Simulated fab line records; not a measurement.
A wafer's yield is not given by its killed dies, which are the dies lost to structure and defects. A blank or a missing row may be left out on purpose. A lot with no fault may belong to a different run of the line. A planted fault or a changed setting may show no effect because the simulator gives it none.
Struck lot and sound lot, side by side | flow gf180mcu | 14 out of 602 route steps
Sound: the wafers L232.2, L232.4, L232.6. The struck wafers were L242.2, L242.4, L242.5. Last of all comes the cause.
Per side, at each step with rows, come the tool, then ch with its chambers, and then its first start. Under that, the readings that differ: sound wafers | struck wafers | difference of the means | sigmas: that difference in standard deviations of wafers without a fault.
alike: same words and numbers on both sides, and readings whose means sit less than 2 such deviations apart. not compared: any withheld reading, any reading some wafer has no value for, any bound like >300 that may hide the same value, and any number with overlapping values for which the record gives no deviation.
A row with sigmas, a row that says differs or no value, or rows on one side alone: a step with any of these is where the two part. Numbers that don't overlap but have no deviation are shown without sigmas and don't part them. A reading that every wafer of one side lacks parts them only if that side has two wafers or more.

first, 6 steps without rows for these wafers: GF_DNWELL_COAT_02 (resist thk 3000 nm); GF_DNWELL_SOFTBAKE_03; GF_DNWELL_EXPOSE_04 (exposes mask DNWELL, target cd 1700 nm); GF_DNWELL_PEB_05; GF_DNWELL_DEVELOP_06 (develop time 60 s); GF_DNWELL_IMPLANT_07.
GF_DNWELL_STRIP_08: strips in O2/N2.
  sound on plasma_asher-03 ch 0,1, day 4 14:02; struck on plasma_asher-01 ch 1, day 6 23:05
  reading            | sound       | struck      | difference | sigmas
  heater_power_w (W) | 354 372 356 | 420 418 405 | +54        | +2
  alike: drypump_motor_current_A, oes_product_au, strip_time_to_endpoint_s
  not compared: rf_hours_counter_h
GF_DNWELL_TW_MEAS_09:
  sound: film_metro-02 at day 4 14:09; struck: film_metro-04 at day 6 23:12
  reading   | sound          | struck         | difference | sigmas
  DNWELL_TW | 1337 1337 1347 | 1369 1364 1369 | +27        | +2
then, 4 steps without rows for these wafers: GF_NWELL_DEHYDRATE_00 (time 60 s); GF_NWELL_HMDS_01 (prime time 60 s); GF_NWELL_COAT_02 (resist thk 3000 nm); GF_NWELL_SOFTBAKE_03.
GF_NWELL_EXPOSE_04: exposes mask Nwell, target cd 860 nm.
  struck on iline_stepper-02, day 7 06:31; sound on iline_stepper-01 ch 0, day 4 21:11
  no value came back on the struck wafers for exposure_dose_mJ_cm2, focus_offset_nm (nm); on the sound wafers exposure_dose_mJ_cm2 reads 260.12 260.02 259.44
  alike: mask
then, 1 step without rows for these wafers: GF_NWELL_PEB_05.

## WHERE THEY PART
Earliest at GF_DNWELL_STRIP_08; latest, in this record, at GF_NWELL_EXPOSE_04.

WHY: what had been put in by the simulator
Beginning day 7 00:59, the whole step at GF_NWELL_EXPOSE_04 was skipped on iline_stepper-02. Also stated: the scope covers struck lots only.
